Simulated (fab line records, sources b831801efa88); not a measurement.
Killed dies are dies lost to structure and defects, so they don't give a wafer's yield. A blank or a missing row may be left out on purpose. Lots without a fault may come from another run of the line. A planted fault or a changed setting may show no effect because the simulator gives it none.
Chamber matching | flow sky130 | SKY_LI_CONTACT_CMP_02 on cmp-01: 4 sister chambers
The step polishes PSG. 16 wafers are shown with their chamber, then 7 later ones without.

WAFERS WITH THEIR CHAMBER
wafer  | chamber | motor_current_A (A) | head_pressure_psi (psi) | time_to_endpoint_s (s)
L904.1 | 2       | 13.1                | 4.002                   | 37
L904.2 | 1       | 13.4                | 4.002                   | 42
L904.5 | 3       | 11.4                | 4.008                   | 35
L907.2 | 2       | 12.6                | 4.016                   | 34
L907.3 | 1       | 13.4                | 3.993                   | 37
L907.4 | 0       | 12.1                | 3.997                   | 32
L910.1 | 2       | 12.8                | 4.000                   | 41
L910.3 | 1       | 13.7                | 4.006                   | 35
L911.2 | 3       | 11.0                | 3.995                   | 30
L911.3 | 2       | 12.1                | 3.991                   | 34
L911.5 | 0       | 11.9                | 3.989                   | 37
L912.1 | 3       | 10.5                | 3.989                   | 35
L912.3 | 2       | 12.5                | 4.007                   | 29
L912.6 | 1       | 12.6                | 3.990                   | 32
L922.2 | 1       | 13.6                | 4.001                   | 35
L922.4 | 3       | 11.3                | 3.991                   | 31

SIGNATURES (means of the wafers above)
reading            | chamber 0 | chamber 1 | chamber 2 | chamber 3 | scatter within a chamber
motor_current_A    | 12.000    | 13.340    | 12.620    | 11.050    | 0.388
head_pressure_psi  | 3.99300   | 3.99840   | 4.00320   | 3.99575   | 0.00799
time_to_endpoint_s | 34.50     | 36.20     | 35.00     | 32.75     | 3.72
Rule: a wafer's distance from a chamber is the root of the sum, over the readings, of the square of ((its reading less the chamber's mean) divided by the reading's scatter). The wafer belongs to the nearest chamber; if the next one is less than 2 further off, it can't be placed. The scatter: the root of (the sum of the squares of (reading less its chamber's mean) over the shown wafers, divided by (wafers less chambers)).

WAFERS WITHOUT THEIR CHAMBER
wafer  | motor_current_A (A) | head_pressure_psi (psi) | time_to_endpoint_s (s)
L922.5 | 13.2                | 4.007                   | 34
L923.2 | 12.2                | 4.005                   | 31
L923.4 | 11.2                | 3.987                   | 32
L923.5 | 12.3                | 4.006                   | 34
L924.1 | 11.0                | 3.977                   | 33
L924.3 | 12.3                | 4.007                   | 34
L924.6 | 11.6                | 4.002                   | 32

WHICH CHAMBER EACH WENT THROUGH
wafer  | from the rows above               | in truth
L922.5 | can't be placed: 1 or 2           | 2
L923.2 | can't be placed: 2 or 0 or 3 or 1 | 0
L923.4 | can't be placed: 3 or 0           | 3
L923.5 | can't be placed: 2 or 0 or 1      | 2
L924.1 | can't be placed: 3 or 0           | 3
L924.3 | can't be placed: 2 or 0 or 1      | 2
L924.6 | can't be placed: 3 or 0 or 2      | 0
Placed correctly: 0 of 7. Can't be placed from these rows: 7 (the true chamber is among the candidates in 7). Placed wrongly: 0.
